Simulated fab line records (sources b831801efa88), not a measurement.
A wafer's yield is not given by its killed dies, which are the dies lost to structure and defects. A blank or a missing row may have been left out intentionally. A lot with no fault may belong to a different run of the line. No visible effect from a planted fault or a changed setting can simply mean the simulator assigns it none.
Comparing a struck lot with a sound one / flow gf180mcu / 16 steps out of a route of 602
Sound: these wafers, L954.1, L954.2, L954.4. Struck: wafers L970.1, L970.2, L970.3. Last of all comes the cause.
Order at every step that has rows: each side's tool, ch and its chambers, its first start. Under that, the readings that differ: sound wafers / struck wafers / difference of the means / sigmas: that difference in standard deviations of wafers without a fault.
alike: words and numbers the same on both sides, and readings whose means are apart by under 2 such deviations; not compared: readings that were withheld, readings missing a value for some wafer, numbers with overlapping values and no deviation given by the record, and bounds like >300 which may hide the same value.
A row with sigmas, a row that says differs or no value, or rows on one side alone: a step with any of these is where the two part. Non-overlapping numbers with no deviation appear without sigmas and do not part them. A reading that every wafer of one side lacks parts them only if that side has two wafers or more.

first, 1 step without rows for these wafers: GF_TOP_METAL_CLEAN_19 (cleans in DIW).
GF_PASSIVATION_CVD_00: deposits SiO2 from TEOS, target thk 1000 nm, time 111.95 s.
  sound on pecvd-01 ch 1,2, day 28 08:05; struck on pecvd-01 ch 0,1,2, day 32 22:07
  alike: heater_power_w
GF_PASSIVATION_THK_MEAS_01:
  sound: film_metro-02 at day 28 08:10; struck: film_metro-04 at day 32 22:12
  alike: PASSIVATION_CVD_00_THK
GF_PASSIVATION_CVD_02: deposits Si3N4, target thk 700 nm, time 486.18 s.
  sound on pecvd-02 ch 0,2, day 28 08:14; struck on pecvd-02 ch 0,1,2, day 32 22:16
  alike: heater_power_w
GF_PASSIVATION_THK_MEAS_03:
  sound: film_metro-04 at day 28 08:31; struck: film_metro-04 at day 32 22:33
  alike: PASSIVATION_CVD_02_THK
then, 7 steps without rows for these wafers: GF_PASSIVATION_DEHYDRATE_04 (time 60 s); GF_PASSIVATION_HMDS_05 (prime time 60 s); GF_PASSIVATION_COAT_06 (resist thk 4000 nm); GF_PASSIVATION_SOFTBAKE_07; GF_PASSIVATION_EXPOSE_08 (exposes mask Pad, target cd 40000 nm); GF_PASSIVATION_PEB_09; GF_PASSIVATION_DEVELOP_10 (develop time 58.78 s).
GF_PASSIVATION_ETCH_11: etches the open film in CF4/O2, stops on TiN, target depth 2040 nm, time 453.3 s.
  sound on rie_diel-04 ch 1,2,3, day 29 04:05; struck on rie_diel-04 ch 0,1,2, day 33 13:56
reading=oes_product_au (a.u.); sound=0.995 0.974 0.986; struck=0.913 0.901 0.896; difference=-0.082; sigmas=-12
reading=rf_fwd_power_W (W); sound=801.5 795.9 802.5; struck=671.2 670.3 672.3; difference=-128.7; sigmas=-54
reading=throttle_valve_pct (%); sound=5.965 5.990 5.979; struck=5.944 5.953 5.957; difference=-0.027; sigmas=-3
reading=model.coat_of_PASSIVATION_COAT_06.thk_nm (nm); sound=2660 2656 2651; struck=2842 2846 2862; difference=+194; sigmas=
  alike: O2_flow_sccm, cf4_flow_sccm, drypump_motor_current_A
  not compared: rf_hours_counter_h
GF_PASSIVATION_STRIP_12: strips in O2/N2.
  sound on plasma_asher-03 ch 0,1, day 29 04:21; struck on plasma_asher-03 ch 0,1, day 33 14:11
reading=strip_time_to_endpoint_s (s); sound=33.14 33.09 33.04; struck=35.27 35.33 35.48; difference=+2.27; sigmas=+8
  alike: drypump_motor_current_A, heater_power_w, oes_product_au, platen_temp_c
  not compared: rf_hours_counter_h
then, 1 step without rows for these wafers: GF_PASSIVATION_ANNEAL_13 (time 1800 s).
GF_PASSIVATION_PROBE_99:
  sound: prober-02 at day 29 06:04; struck: prober-02 at day 33 15:55
reading=model.etest.tester.sort_n_pass; sound=446 443 434; struck=429 428 418; difference=-16; sigmas=
reading=model.etest.tester.sort_yield_pct (%); sound=90.65 90.04 88.21; struck=87.2 86.99 84.96; difference=-3.3; sigmas=
reading=model.etest.tester.sort_bin_5_pct (%); sound=5.894 6.504 7.317; struck=8.943 8.943 11.18; difference=+3.117; sigmas=

## WHERE THEY PART
At GF_PASSIVATION_ETCH_11 first; at GF_PASSIVATION_STRIP_12 last (within this record only).

WHY: what the simulator had put in
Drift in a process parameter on rie_diel-04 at GF_PASSIVATION_ETCH_11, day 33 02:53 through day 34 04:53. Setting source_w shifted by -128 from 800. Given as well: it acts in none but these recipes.
